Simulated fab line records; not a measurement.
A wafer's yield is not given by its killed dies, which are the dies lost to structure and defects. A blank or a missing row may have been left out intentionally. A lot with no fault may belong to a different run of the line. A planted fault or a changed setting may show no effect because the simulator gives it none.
One fault through the eyes of 2 desks | flow gf180mcu | only its own numbers are on each desk; what lay behind them is given at the end

== METROLOGY DESK ==
Lot by lot, what the gauges showed, no matter which tool ran the lot: averages of those sampled wafers that carry a number. A lot is out of limits, marked OUT, if its mean lies more than 4 standard deviations from the usual mean; the brackets give that distance.
Columns: A = cd_nm at GF_V1_CD_MEAS_14, usual 259.9 nm; B = V5_W_RS at GF_V5_RS_MEAS_24, usual 0.328 ohm/sq
lot  | first seen here | A     | B
L312 | day 17 23:27    | 259.0 | 0.329
L313 | day 18 05:55    | 259.4 | 0.325
L315 | day 19 05:54    | 260.3 | 0.327
L316 | day 19 13:53    | 259.7 | 0.328
L317 | day 19 21:26    | 258.5 | 0.332
L323 | day 22 08:08    | 261.2 | 0.330
L327 | day 23 14:22    | 260.9 | 0.333
L331 | day 24 22:47    | 262.1 | 0.324
L333 | day 25 12:23    | 260.1 | 0.335
L334 | day 25 20:19    | 259.2 | 0.328
L335 | day 26 03:31    | 260.6 | 0.326
Result from this desk: across the 11 lots, nothing is out of limits.

== FOR THE TOOL OWNER'S DESK: rie_metal-02 ==
The tool's own readings at GF_M2_METAL_ETCH_16 (etches the open film in Cl2/BCl3, stops on SiO2, target depth 750.8 nm, time 125.1 s): means of the sampled wafers that have a number, for each lot that ran on this tool. A lot is out of limits, marked OUT, if its mean lies more than 4 standard deviations from the usual mean; the brackets give that distance.
Columns: A = drypump_motor_current_A at GF_M2_METAL_ETCH_16, usual 5.7 A; B = oes_product_au at GF_M2_METAL_ETCH_16, usual 0.990 a.u.; C = rf_fwd_power_W at GF_M2_METAL_ETCH_16, usual 795.0 W; D = throttle_valve_pct at GF_M2_METAL_ETCH_16, usual 28.229 %
lot  | first seen here | A   | B               | C               | D
L316 | day 20 15:07    | 6.1 | 0.995           | 795.0           | 28.228
L323 | day 23 08:46    | 5.8 | 0.918 (-12) OUT | 667.7 (-44) OUT | 28.314 (+8.5) OUT
L327 | day 24 14:39    | 6.0 | 0.919 (-12) OUT | 665.6 (-45) OUT | 28.305 (+7.6) OUT
This desk finds L323, L327 out of limits, L323 being first, at day 23 08:46 (oes_product_au at GF_M2_METAL_ETCH_16). L316 stayed within limits.

== BROUGHT TOGETHER ==
At day 23 08:46, on L323, L327, the tool owner's desk was in a position to raise an alarm.
Nothing out of limits was seen by the metrology desk.
The metrology desk holds a record of L323, L327, inside its limits.
GF_M2_METAL_ETCH_16 was run on rie_metal-02 by each of the lots named.

== WHAT THE SIMULATOR HAD PUT IN ==
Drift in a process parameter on rie_metal-02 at GF_M2_METAL_ETCH_16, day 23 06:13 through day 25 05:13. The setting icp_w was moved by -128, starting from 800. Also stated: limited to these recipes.
Lots struck among those shown: L323, L327.
Each desk's first reading out of limits, in hours after the fault started: the tool owner's desk, 3.
